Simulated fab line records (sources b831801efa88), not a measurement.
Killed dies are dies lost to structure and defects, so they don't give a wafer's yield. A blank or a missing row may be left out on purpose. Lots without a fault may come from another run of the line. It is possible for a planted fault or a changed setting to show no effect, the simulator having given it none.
fab line records    flow sky130
record lots=10  wafers=30  last_day=50
route steps=708 shown METAL1@435 VIA1@481 METAL2@498 CAP2M@605 PAD_OPEN@708
lots that met no fault: from a run of the same line without faults
start_h: hours from the record's first day to the start of the lot's first wafer shown    wait_h: hours from the lot's prior step to this one    " as in the row above    L1.1+2: several wafers, shown together as one row    - no value, or no start given    * or withheld: withheld    < > ~ a bound
route shown NAME@n: names a module that has steps shown in the file, with the first one's number in the route    usual: average and standard deviation across the fault-free wafers    same: alike in all rows    chamber/n: place in a boat    sites: the reading at each site    _std_site: standard deviation of those values    _edge_site: mean of outer sites minus mean of inner sites    radius_mm: how far each site lies from the wafer's centre    mask NAME#n: copy n    behind: tool/chamber where the wafer was last shaped    hold: why the lot went on hold/how many hours it stayed there/how the hold came to an end    device: the n, p or np transistor that did not switch    end of line: the tests these same wafers got at the end of their route    for a step that has no rows: nothing shown but its recipe    killed: count of dies lost to structure and defects at first sort (not the wafer's yield)    map: a wafer's dies, x killed, . not, _ none there
set.NAME: setting as actually run; set.NAME@STEP: the setting as run at that earlier step    model.NAME: the simulator's own value behind a step, which no gauge read
a sample of lots followed through the steps of the route, with each step as a table and each wafer as a row
services: the hour from which a tool's chamber was out of use, counted from the record's first day as start_h (under 0 if before that day), plus the number of hours and why
## steps
# step SKY_METAL1_SPUTTER_01
# recipe material=TiN  target_thk_nm=20  power_w=6500  time_s=16.7  chamber_pressure_pa=0.4
# usual throttle_valve_pct=29.3/0.97
lot.wafer  tool            chamber  start_h  wait_h  throttle_valve_pct
L282.2     pvd_sputter-01  -        740.29   0.0     29.2
L282.3     "               -        "        "       29.5
L282.5     "               -        "        "       28.0
L285.1     pvd_sputter-02  -        772.79   0.0     28.3
L285.5     "               -        "        "       28.2
L285.6     "               -        "        "       28.2
L287.3     pvd_sputter-04  -        788.04   0.0     29.5
L287.4     "               -        "        "       30.0
L287.5     "               -        "        "       29.8
L290.2     pvd_sputter-01  -        819.44   0.0     29.3
L290.4     "               -        "        "       27.8
L290.5     "               -        "        "       28.1
L291.1     pvd_sputter-01  -        822.74   0.0     29.1
L291.2     "               -        "        "       30.7
L291.5     "               -        "        "       30.6
L294.4     pvd_sputter-04  -        842.79   0.0     29.7
L294.5     "               -        "        "       29.6
L294.6     "               -        "        "       30.6
L295.4     pvd_sputter-04  -        852.42   0.0     29.9
L295.5     "               -        "        "       30.0
L295.6     "               -        "        "       29.4
L298.2     pvd_sputter-04  -        872.33   0.0     30.5
L298.5     "               -        "        "       31.0
L298.6     "               -        "        "       30.5
L302.1     pvd_sputter-04  -        902.59   0.0     29.4
L302.4     "               -        "        "       31.1
L302.5     "               -        "        "       29.2
L303.2     pvd_sputter-01  -        908.09   0.0     29.0
L303.3     "               -        "        "       27.9
L303.4     "               -        "        "       29.8
# step SKY_VIA1_THK_MEAS_23
# recipe thk_meas_gauge=xrf  reads=W_of_VIA1_CVD_21
# usual VIA1_W_THK=267/3.7
lot.wafer  tool           chamber  start_h  wait_h  VIA1_W_THK[nm]
L282.2     film_metro-02  -        797.70   0.1     264
L282.3     "              -        "        "       267
L282.5     "              -        "        "       264
L285.1     film_metro-02  -        828.55   0.1     262
L285.5     "              -        "        "       262
L285.6     "              -        "        "       262
L287.3     film_metro-01  -        841.64   0.1     269
L287.4     "              -        "        "       271
L287.5     "              -        "        "       267
L290.2     film_metro-02  -        872.71   0.1     269
L290.4     "              -        "        "       271
L290.5     "              -        "        "       268
L291.1     film_metro-01  -        876.78   0.1     272
L291.2     "              -        "        "       270
L291.5     "              -        "        "       270
L294.4     film_metro-01  -        896.72   0.1     272
L294.5     "              -        "        "       271
L294.6     "              -        "        "       270
L295.4     film_metro-01  -        905.82   0.1     267
L295.5     "              -        "        "       266
L295.6     "              -        "        "       268
L298.2     film_metro-02  -        925.41   0.1     272
L298.5     "              -        "        "       273
L298.6     "              -        "        "       272
L302.1     film_metro-01  -        954.00   0.1     269
L302.4     "              -        "        "       271
L302.5     "              -        "        "       267
L303.2     film_metro-03  -        959.22   0.1     273
L303.3     "              -        "        "       269
L303.4     "              -        "        "       271
# step SKY_METAL2_CD_MEAS_15
# recipe target_cd_nm=140
# usual cd_nm=139.8/1.7
lot.wafer  tool       chamber  start_h  wait_h  cd_nm
L282.2     cd_sem-02  -        824.79   -       143.6
L282.3     "          -        "        "       142.5
L282.5     "          -        "        "       143.0
L285.1     cd_sem-01  -        855.29   -       140.2
L285.5     "          -        "        "       139.0
L285.6     "          -        "        "       138.0
L287.3     cd_sem-01  -        868.08   -       138.6
L287.4     "          -        "        "       140.8
L287.5     "          -        "        "       140.3
L290.2     cd_sem-01  -        898.50   -       141.0
L290.4     "          -        "        "       141.3
L290.5     "          -        "        "       141.2
L291.1     cd_sem-01  -        902.39   -       139.8
L291.2     "          -        "        "       139.6
L291.5     "          -        "        "       139.3
L294.4     cd_sem-02  -        922.10   -       139.4
L294.5     "          -        "        "       140.1
L294.6     "          -        "        "       141.8
L295.4     cd_sem-01  -        931.24   -       138.6
L295.5     "          -        "        "       138.8
L295.6     "          -        "        "       140.7
L298.2     cd_sem-02  -        950.25   -       138.9
L298.5     "          -        "        "       138.3
L298.6     "          -        "        "       138.2
L302.1     cd_sem-02  -        977.83   -       138.6
L302.4     "          -        "        "       140.0
L302.5     "          -        "        "       139.6
L303.2     cd_sem-01  -        983.94   -       139.0
L303.3     "          -        "        "       139.0
L303.4     "          -        "        "       140.2
# step SKY_CAP2M_SPUTTER_02
# recipe material=TiN  target_thk_nm=200  temp_c=300  power_w=6500  time_s=166.7  chamber_pressure_pa=0.4
# usual throttle_valve_pct=29.3/0.96
lot.wafer  tool            chamber  start_h  wait_h  throttle_valve_pct
L282.2     pvd_sputter-01  -        933.12   0.0     28.1
L282.3     "               -        "        "       30.7
L282.5     "               -        "        "       29.7
L285.1     pvd_sputter-01  -        961.19   0.1     30.8
L285.5     "               -        "        "       29.4
L285.6     "               -        "        "       27.8
L287.3     pvd_sputter-02  -        973.67   0.0     29.5
L287.4     "               -        "        "       28.4
L287.5     "               -        "        "       28.0
L290.2     pvd_sputter-01  -        1002.22  0.0     29.0
L290.4     "               -        "        "       29.7
L290.5     "               -        "        "       30.8
L291.1     pvd_sputter-02  -        1005.98  0.1     27.9
L291.2     "               -        "        "       29.7
L291.5     "               -        "        "       28.0
L294.4     pvd_sputter-02  -        1022.32  0.1     29.5
L294.5     "               -        "        "       28.9
L294.6     "               -        "        "       28.2
L295.4     pvd_sputter-02  -        1030.93  0.1     29.4
L295.5     "               -        "        "       28.9
L295.6     "               -        "        "       27.7
L298.2     pvd_sputter-01  -        1050.68  0.0     29.3
L298.5     "               -        "        "       30.0
L298.6     "               -        "        "       27.7
L302.1     pvd_sputter-01  -        1074.04  0.1     30.8
L302.4     "               -        "        "       28.0
L302.5     "               -        "        "       30.7
L303.2     pvd_sputter-04  -        1079.65  0.0     29.5
L303.3     "               -        "        "       30.8
L303.4     "               -        "        "       30.4
# step SKY_CAP2M_RS_MEAS_03
# recipe thk_meas_gauge=four-point-probe  reads=TiN_of_CAP2M_SPUTTER_02
# usual CAP2M_TIN_RS=6.91/0.069
lot.wafer  tool           chamber  start_h  wait_h  hold                      CAP2M_TIN_RS[ohm/sq]
L282.2     film_metro-02  -        933.25   0.1     -                         6.92
L282.3     "              -        "        "       -                         6.88
L282.5     "              -        "        "       -                         6.88
L285.1     film_metro-02  -        961.30   0.1     -                         6.88
L285.5     "              -        "        "       -                         6.92
L285.6     "              -        "        "       -                         6.91
L287.3     film_metro-04  -        973.82   0.1     -                         6.90
L287.4     "              -        "        "       -                         6.81
L287.5     "              -        "        "       -                         6.91
L290.2     film_metro-03  -        1002.35  0.1     -                         6.87
L290.4     "              -        "        "       -                         6.86
L290.5     "              -        "        "       -                         6.83
L291.1     film_metro-02  -        1006.09  0.1     -                         7.04
L291.2     "              -        "        "       -                         6.99
L291.5     "              -        "        "       -                         7.05
L294.4     film_metro-04  -        1022.43  0.1     await_dispo/0.2h/release  6.96
L294.5     "              -        "        "       await_dispo/0.2h/release  7.00
L294.6     "              -        "        "       await_dispo/0.2h/release  7.26
L294.4     film_metro-04  -        1022.72  0.3     -                         6.97
L294.5     "              -        "        "       -                         7.02
L294.6     "              -        "        "       -                         7.27
L295.4     film_metro-02  -        1031.04  0.1     await_dispo/0.2h/release  6.96
L295.5     "              -        "        "       await_dispo/0.2h/release  6.96
L295.6     "              -        "        "       await_dispo/0.2h/release  7.29
L295.4     film_metro-02  -        1031.41  0.3     -                         6.95
L295.5     "              -        "        "       -                         6.98
L295.6     "              -        "        "       -                         7.29
L298.2     film_metro-02  -        1050.82  0.1     -                         6.86
L298.5     "              -        "        "       -                         6.89
L298.6     "              -        "        "       -                         6.87
L302.1     film_metro-03  -        1074.15  0.1     -                         6.91
L302.4     "              -        "        "       -                         6.90
L302.5     "              -        "        "       -                         6.88
L303.2     film_metro-02  -        1079.78  0.1     -                         7.15
L303.3     "              -        "        "       -                         7.12
L303.4     "              -        "        "       -                         7.13
# step SKY_CAP2M_THK_MEAS_04
# recipe thk_meas_gauge=xrf  reads=TiN_of_CAP2M_SPUTTER_02
# usual CAP2M_TIN_THK=199.9/2.7
lot.wafer  tool           chamber  start_h  wait_h  hold                      CAP2M_TIN_THK[nm]
L282.2     film_metro-02  -        933.36   0.1     -                         201.9
L282.3     "              -        "        "       -                         202.8
L282.5     "              -        "        "       -                         202.8
L285.1     film_metro-02  -        961.42   0.1     -                         201.9
L285.5     "              -        "        "       -                         200.7
L285.6     "              -        "        "       -                         202.3
L287.3     film_metro-04  -        973.92   0.1     -                         200.3
L287.4     "              -        "        "       -                         202.5
L287.5     "              -        "        "       -                         199.2
L290.2     film_metro-03  -        1002.46  0.1     -                         198.9
L290.4     "              -        "        "       -                         198.7
L290.5     "              -        "        "       -                         201.0
L291.1     film_metro-02  -        1006.21  0.1     -                         198.5
L291.2     "              -        "        "       -                         199.6
L291.5     "              -        "        "       -                         199.5
L294.4     film_metro-04  -        1024.18  1.4     await_dispo/0.2h/release  198.4
L294.5     "              -        "        "       await_dispo/0.2h/release  196.3
L294.6     "              -        "        "       await_dispo/0.2h/release  189.2
L294.4     film_metro-04  -        1024.41  0.2     -                         198.5
L294.5     "              -        "        "       -                         196.7
L294.6     "              -        "        "       -                         190.6
L295.4     film_metro-02  -        1033.58  2.2     await_dispo/0.2h/release  201.5
L295.5     "              -        "        "       await_dispo/0.2h/release  202.1
L295.6     "              -        "        "       await_dispo/0.2h/release  191.8
L295.4     film_metro-02  -        1033.85  0.3     -                         202.2
L295.5     "              -        "        "       -                         201.5
L295.6     "              -        "        "       -                         191.0
L298.2     film_metro-02  -        1050.93  0.1     -                         204.6
L298.5     "              -        "        "       -                         203.4
L298.6     "              -        "        "       -                         204.2
L302.1     film_metro-03  -        1074.27  0.1     -                         196.2
L302.4     "              -        "        "       -                         196.7
L302.5     "              -        "        "       -                         198.2
L303.2     film_metro-02  -        1079.89  0.1     -                         194.9
L303.3     "              -        "        "       -                         195.4
L303.4     "              -        "        "       -                         194.3
# step SKY_CAP2M_METAL_ETCH_13
# recipe target_depth_nm=220  stop_on=SiO2  chemistry=Cl2/BCl3  target=TiN  pressure_mtorr=10  icp_w=900  bias_w=48.5  Cl2_flow_sccm=60  bcl3_flow_sccm=30  time_s=62.9
# usual drypump_motor_current_A=5.7/0.48  oes_product_au=0.941/0.0072  throttle_valve_pct=21.902/0.0094
lot.wafer  tool          chamber  start_h  wait_h  drypump_motor_current_A  oes_product_au  rf_hours_counter_h  throttle_valve_pct
L282.2     rie_metal-01  1        956.72   0.0     6.4                      0.942           2                   21.915
L282.3     "             0        "        "       5.3                      0.942           -                   21.900
L282.5     "             0        "        "       5.3                      0.947           -                   21.898
L285.1     rie_metal-02  0        984.92   0.0     5.7                      0.948           8                   21.900
L285.5     "             0        "        "       5.7                      0.938           -                   21.904
L285.6     "             1        "        "       5.8                      0.941           -                   21.915
L287.3     rie_metal-01  0        996.50   0.0     5.3                      0.946           -                   21.890
L287.4     "             1        "        "       6.4                      0.954           -                   21.890
L287.5     "             0        "        "       5.3                      0.947           -                   21.895
L290.2     rie_metal-01  0        1025.02  0.0     5.3                      0.951           10                  21.904
L290.4     "             1        "        "       6.4                      0.938           -                   21.893
L290.5     "             0        "        "       5.3                      0.956           -                   21.885
L291.1     rie_metal-02  1        1028.42  0.0     5.8                      0.929           9                   21.910
L291.2     "             0        "        "       5.7                      0.930           11                  21.895
L291.5     "             0        "        "       5.7                      0.925           -                   21.899
L294.4     rie_metal-02  0        1043.79  0.0     5.7                      0.932           -                   21.895
L294.5     "             0        "        "       5.7                      0.937           -                   21.913
L294.6     "             1        "        "       5.8                      0.916           -                   21.914
L295.4     rie_metal-01  0        1052.09  0.0     5.2                      0.946           -                   21.919
L295.5     "             0        "        "       5.2                      0.929           -                   21.895
L295.6     "             1        "        "       6.4                      0.911           -                   21.928
L298.2     rie_metal-04  1        1071.92  0.0     5.0                      0.945           16                  21.904
L298.5     "             0        "        "       5.8                      0.948           -                   21.909
L298.6     "             1        "        "       5.0                      0.942           -                   21.919
L302.1     rie_metal-04  0        1094.28  0.0     5.8                      0.939           20                  21.899
L302.4     "             0        "        "       5.8                      0.938           -                   21.897
L302.5     "             1        "        "       5.0                      0.941           -                   21.893
L303.2     rie_metal-04  1        1100.12  0.0     5.0                      0.923           18                  21.905
L303.3     "             1        "        "       5.0                      0.921           -                   21.917
L303.4     "             0        "        "       5.9                      0.916           -                   21.926
# step SKY_PAD_OPEN_PROBE_99
# usual defect_limited_yield=82.4/1.8  killed_at_M0_to_M3=44/7  killed_at_M4_up=3.2/2  killed_at_contacts=25/5.3  killed_at_front_end=15/4.3  killed_at_other=0.3/0.54  killed_dies=86/8.7  killed_open=47/6.4  killed_short=39/5.6  sort_bin_3_pad_short=0.9/0.43  sort_bin_5_function=10.4/1.4  sort_bin_6_memory=6.3/1.2  sort_n_pass=406/8.7  sort_yield_pct=82.4/1.8
# same gross_dies=492  killed_at_back_side=0  sort_bin_4_leakage[%]=0  sort_bin_8_speed[%]=0
lot.wafer  tool       chamber  start_h  wait_h  defect_limited_yield[%]  killed_at_M0_to_M3  killed_at_M4_up  killed_at_contacts  killed_at_front_end  killed_at_other  killed_dies  killed_open  killed_short  sort_bin_3_pad_short[%]  sort_bin_5_function[%]  sort_bin_6_memory[%]  sort_n_pass  sort_yield_pct[%]
L290.2     prober-02  -        1134.99  0.1     83.1                     50                  2                18                  13                   0                83           45           38            0.6                      8.7                     7.5                   409          83.1
L290.4     prober-02  -        1135.09  0.2     79.7                     51                  4                30                  15                   0                100          58           42            0.8                      12.0                    7.5                   392          79.7
L290.5     prober-02  -        1135.14  0.2     81.7                     48                  3                28                  11                   0                90           48           42            0.4                      11.4                    6.5                   402          81.7
L291.1     prober-01  -        1137.37  0.1     81.9                     49                  5                20                  15                   0                89           40           48            1.0                      11.8                    5.3                   403          81.9
L291.2     prober-01  -        1137.42  0.1     82.7                     39                  2                29                  15                   0                85           50           34            1.2                      9.3                     6.7                   407          82.7
L291.5     prober-01  -        1137.57  0.2     85.0                     42                  1                24                  7                    0                74           44           30            0.6                      8.9                     5.5                   418          85.0
L294.4     prober-02  -        1150.14  0.2     85.4                     29                  6                25                  11                   1                72           28           43            1.2                      8.9                     4.5                   420          85.4
L294.5     prober-02  -        1150.19  0.2     82.7                     47                  5                26                  7                    0                85           45           40            0.6                      10.2                    6.5                   407          82.7
L294.6     prober-02  -        1150.24  0.2     82.9                     38                  2                29                  14                   1                84           45           37            0.6                      9.3                     7.1                   408          82.9
L295.4     prober-01  -        1157.16  0.2     84.8                     37                  0                24                  14                   0                75           45           30            0.6                      9.8                     4.9                   417          84.8
L295.5     prober-01  -        1157.21  0.2     82.3                     37                  2                28                  20                   0                87           49           38            1.8                      9.3                     6.5                   405          82.3
L295.6     prober-01  -        1157.26  0.2     82.7                     46                  4                22                  13                   0                85           43           42            1.2                      9.3                     6.7                   407          82.7
L302.1     prober-02  -        1191.90  0.1     82.1                     45                  7                18                  17                   1                88           39           49            1.6                      9.6                     6.7                   404          82.1
L302.4     prober-02  -        1192.05  0.2     82.7                     42                  3                24                  16                   0                85           46           39            0.6                      10.0                    6.7                   407          82.7
L302.5     prober-02  -        1192.10  0.2     81.7                     51                  0                27                  12                   0                90           43           47            1.0                      12.2                    5.1                   402          81.7
# killed by level:class
L290.2 VIA1:geometric_particle:open=13 VIA3:geometric_particle:open=8 VIA1:geometric_particle:short=6 LI_CONTACT:geometric_particle:short=5 METAL1:geometric_particle:short=5 VIA2:geometric_particle:open=5 CONTACT:geometric_particle:open=4 METAL2:geometric_particle:short=4
L290.4 VIA1:geometric_particle:open=15 CONTACT:geometric_particle:open=10 LI_CONTACT:geometric_particle:open=8 METAL1:geometric_particle:short=6 POLY_GATE:geometric_particle:open=5 VIA3:geometric_particle:open=5 VIA1:geometric_particle:short=5 LOCAL_INTERCONNECT:geometric_particle:short=4
L290.5 VIA1:geometric_particle:open=13 CONTACT:geometric_particle:open=8 VIA3:geometric_particle:short=7 METAL1:geometric_particle:short=7 CONTACT:geometric_particle:short=6 LI_CONTACT:geometric_particle:open=5 VIA3:geometric_particle:open=5 VIA2:geometric_particle:open=5
L291.1 METAL2:geometric_particle:short=9 VIA2:geometric_particle:open=8 VIA1:geometric_particle:open=8 FIELD_ISO:geometric_particle:short=6 LOCAL_INTERCONNECT:geometric_particle:short=6 LI_CONTACT:geometric_particle:open=5 METAL1:geometric_particle:short=5 METAL1:geometric_particle:open=5
L291.2 CONTACT:geometric_particle:open=15 VIA2:geometric_particle:open=11 METAL1:geometric_particle:short=9 LI_CONTACT:geometric_particle:open=6 FIELD_ISO:geometric_particle:short=5 FIELD_ISO:geometric_particle:open=4 LOCAL_INTERCONNECT:geometric_particle:short=4 CONTACT:geometric_particle:short=4
L291.5 VIA1:geometric_particle:open=9 LI_CONTACT:geometric_particle:open=8 CONTACT:geometric_particle:open=8 METAL1:geometric_particle:short=7 VIA3:geometric_particle:open=6 VIA2:geometric_particle:open=5 POLY_GATE:geometric_particle:open=3 VIA2:geometric_particle:short=3
L294.4 LOCAL_INTERCONNECT:geometric_particle:short=8 CONTACT:geometric_particle:open=7 VIA1:geometric_particle:open=6 METAL4:geometric_particle:short=4 CONTACT:geometric_particle:short=4 METAL2:geometric_particle:short=4 VIA2:geometric_particle:short=4 FIELD_ISO:geometric_particle:open=3
L294.5 VIA1:geometric_particle:open=12 CONTACT:geometric_particle:open=12 METAL2:geometric_particle:short=9 VIA2:geometric_particle:open=6 LI_CONTACT:geometric_particle:open=5 CONTACT:geometric_particle:short=5 METAL1:geometric_particle:short=4 VIA1:geometric_particle:short=4
L294.6 CONTACT:geometric_particle:open=10 VIA1:geometric_particle:open=8 CONTACT:geometric_particle:short=7 VIA3:geometric_particle:open=7 LI_CONTACT:geometric_particle:open=6 VIA2:geometric_particle:short=6 POLY_GATE:geometric_particle:open=5 METAL2:geometric_particle:short=5
L295.4 VIA1:geometric_particle:open=9 VIA2:geometric_particle:open=8 LI_CONTACT:geometric_particle:open=7 CONTACT:geometric_particle:open=7 FIELD_ISO:geometric_particle:open=5 CONTACT:geometric_particle:short=5 METAL1:geometric_particle:short=4 VIA3:geometric_particle:open=4
L295.5 CONTACT:geometric_particle:open=9 CONTACT:geometric_particle:short=9 VIA1:geometric_particle:open=9 FIELD_ISO:geometric_particle:open=8 VIA3:geometric_particle:open=6 VIA2:geometric_particle:open=4 SPACER:geometric_particle:short=3 LI_CONTACT:geometric_particle:open=3
L295.6 VIA1:geometric_particle:short=11 VIA3:geometric_particle:open=7 CONTACT:geometric_particle:open=7 VIA1:geometric_particle:open=7 LI_CONTACT:geometric_particle:open=6 VIA2:geometric_particle:open=6 METAL1:geometric_particle:short=5 LOCAL_INTERCONNECT:geometric_particle:short=4
L302.1 METAL1:geometric_particle:short=10 CONTACT:geometric_particle:open=7 VIA1:geometric_particle:open=7 FIELD_ISO:geometric_particle:open=6 METAL4:geometric_particle:short=6 FIELD_ISO:geometric_particle:short=5 VIA3:geometric_particle:short=5 VIA3:geometric_particle:open=5
L302.4 VIA1:geometric_particle:open=12 METAL1:geometric_particle:short=8 FIELD_ISO:geometric_particle:open=6 CONTACT:geometric_particle:open=6 VIA2:geometric_particle:open=6 LI_CONTACT:geometric_particle:open=5 CONTACT:geometric_particle:short=5 POLY_GATE:geometric_particle:open=4
L302.5 VIA1:geometric_particle:open=12 METAL1:geometric_particle:short=11 LOCAL_INTERCONNECT:geometric_particle:short=8 CONTACT:geometric_particle:open=8 LI_CONTACT:geometric_particle:open=6 VIA2:geometric_particle:open=6 VIA1:geometric_particle:short=6 METAL2:geometric_particle:short=6
## services
tool            chamber  start_h  hours  kind
pvd_sputter-01  0        718.15   -      consumable_replace:kit
pvd_sputter-01  0        718.15   18.0   scheduled_down
pvd_sputter-01  0        718.15   18.0   vent_cycle
rie_metal-02    0        760.60   2.9    repair
pvd_sputter-02  -        807.31   0.6    repair
pvd_sputter-02  -        879.21   1.4    repair
pvd_sputter-04  -        885.23   8.5    repair
rie_metal-04    1        928.13   5.1    repair
pvd_sputter-02  -        935.66   2.6    repair
pvd_sputter-01  3        937.05   -      consumable_replace:kit
pvd_sputter-01  3        937.05   18.0   scheduled_down
pvd_sputter-01  3        937.05   18.0   vent_cycle
pvd_sputter-02  -        946.19   4.0    repair
pvd_sputter-02  -        960.31   6.9    repair
rie_metal-04    -        971.70   0.7    repair
pvd_sputter-01  -        1005.01  14.3   repair
pvd_sputter-01  -        1006.91  0.7    repair
rie_metal-04    -        1035.26  28.1   pm
pvd_sputter-01  2        1044.52  -      consumable_replace:kit
pvd_sputter-01  2        1044.52  18.0   scheduled_down
pvd_sputter-01  2        1044.52  18.0   vent_cycle
pvd_sputter-02  -        1065.46  5.2    repair
rie_metal-01    -        1070.72  2.3    repair
rie_metal-01    -        1093.64  2.8    pm
## key
first_sign step=SKY_CAP2M_RS_MEAS_03  reading=visit  direction=added
effect step=SKY_CAP2M_RS_MEAS_03  reading=CAP2M_TIN_RS  direction=up  sigmas=5.2  usual=6.91  struck=7.27
effect step=SKY_CAP2M_THK_MEAS_04  reading=visit  direction=added
effect step=SKY_CAP2M_METAL_ETCH_13  reading=oes_product_au  direction=down  sigmas=3.8  usual=0.941  struck=0.913
met_at SKY_CAP2M_SPUTTER_02
struck_lots L294,L295
struck_wafers L294.6,L295.6
not_acting_at SKY_METAL1_SPUTTER_01,SKY_VIA1_THK_MEAS_23,SKY_METAL2_CD_MEAS_15
onset_between 1005.98 1022.32
fault kind=process_parameter_drift  tool=pvd_sputter-02  chamber=-  onset_h=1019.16  steps=SKY_CAP2M_SPUTTER_02  channel=time_s  offset=*  shape=step  end_h=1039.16  acts_in=*  stated=*  scope=struck_wafers_only
